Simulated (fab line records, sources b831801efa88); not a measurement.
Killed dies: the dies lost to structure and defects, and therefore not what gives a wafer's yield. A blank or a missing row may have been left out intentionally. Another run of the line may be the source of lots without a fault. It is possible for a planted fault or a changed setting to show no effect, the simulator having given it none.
8D (eight disciplines) problem report, filled in by code | flow sky130 | the parts of the form that need people (team, actions taken, sign-off) are left out

## 1. PROBLEM STATEMENT
Mean of stripTimeToEndpointS at SKY_GATE_OXIDE_STRIP_13: 13.15 s across 6 wafers in 2 lots; on wafers with no fault it is 14.19 s (standard deviation 0.035). Measured from the usual mean, that is -30 standard deviations.
The step: strips in O2/N2.
First observed at day 21 01:18: wafer L651.3, on plasmaAsher-03. The record holds 33 wafers of 11 lots with a number at this step. Rule for "out" (also "out of limits"): further than 4 standard deviations from the usual mean. Any other wafer with a number is counted as sound.

## 2. WHAT IT IS, AND WHAT IT ISN'T
question                    | is                     | is not
which readings at this step | stripTimeToEndpointS   | drypumpMotorCurrentA, o2FlowSccm, oesProductAu
which lots                  | L651, L654             | L633, L635, L636, L638, L641, L645, L647, L652, L653
which wafers of those lots  | all that have a number | -
read on which tools         | plasmaAsher-03         | plasmaAsher-01, plasmaAsher-02
when                        | from day 21 01:18      | up to then (21 sound wafers); but 6 sound wafers of L652, L653 came after

## 3. THE SUSPECTS, EACH WITH WHAT RULES IT OUT
Counting: a tool stays on the suspect list if, at a process step up to the reading, it processed all lots that are out and no sound lot following the first of them.
- lithoTrack-04 at SKY_GATE_OXIDE_COAT_05 (resist thk 1140 nm): kept. All lots that are out passed through it, beginning with L651 at day 20 08:45, and no sound lot followed; its final sound lot before that point was L645 at day 17 21:09.
- plasmaAsher-03 at SKY_GATE_OXIDE_STRIP_13 (strips in O2/N2): kept. All lots that are out passed through it, beginning with L651 at day 21 01:18, and no sound lot followed; its final sound lot before that point was L636 at day 14 13:53. On those wafers its own readings are out: stripTimeToEndpointS.
Left after counting: lithoTrack-04 at SKY_GATE_OXIDE_COAT_05, plasmaAsher-03 at SKY_GATE_OXIDE_STRIP_13.

## 4. THE CAUSE (what the simulator had put in)
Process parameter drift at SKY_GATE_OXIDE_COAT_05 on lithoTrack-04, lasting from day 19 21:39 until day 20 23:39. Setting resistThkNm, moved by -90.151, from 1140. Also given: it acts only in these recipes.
After counting, 2 suspects remain, this tool included.

## 5. THE EFFECT CHAIN, in route order
Each row: a reading whose mean over the struck wafers that have a number lies more than 3 standard deviations from the usual. Readings are gone through only where the record gives a usual standard deviation; hours: the median, over the lots, of the time from a lot's start at the first step in this table giving one to that lot's start at this step; sigmas: the change measured in usual standard deviations.
hours | step                    | reading              | usual   | on struck wafers | change | sigmas
0     | SKY_GATE_OXIDE_STRIP_13 | stripTimeToEndpointS | 14.19 s | 13.15            | -1.04  | -30
Here are the process steps it includes:
- SKY_GATE_OXIDE_STRIP_13: strips in O2/N2.

## 6. WHAT WOULD HAVE CAUGHT IT SOONER
First out-of-limits reading in this record: day 21 01:18, which is 28 hours after fault onset at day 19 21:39.
No tool reading at SKY_GATE_OXIDE_COAT_05 that has a usual standard deviation in the record was out on any struck wafer, so an alarm limit of 4 standard deviations on those readings would not have fired.
Lots out: 2; all had begun SKY_GATE_OXIDE_COAT_05 on lithoTrack-04 by day 21 01:18. Holding the tool at that point would not have protected any of them.
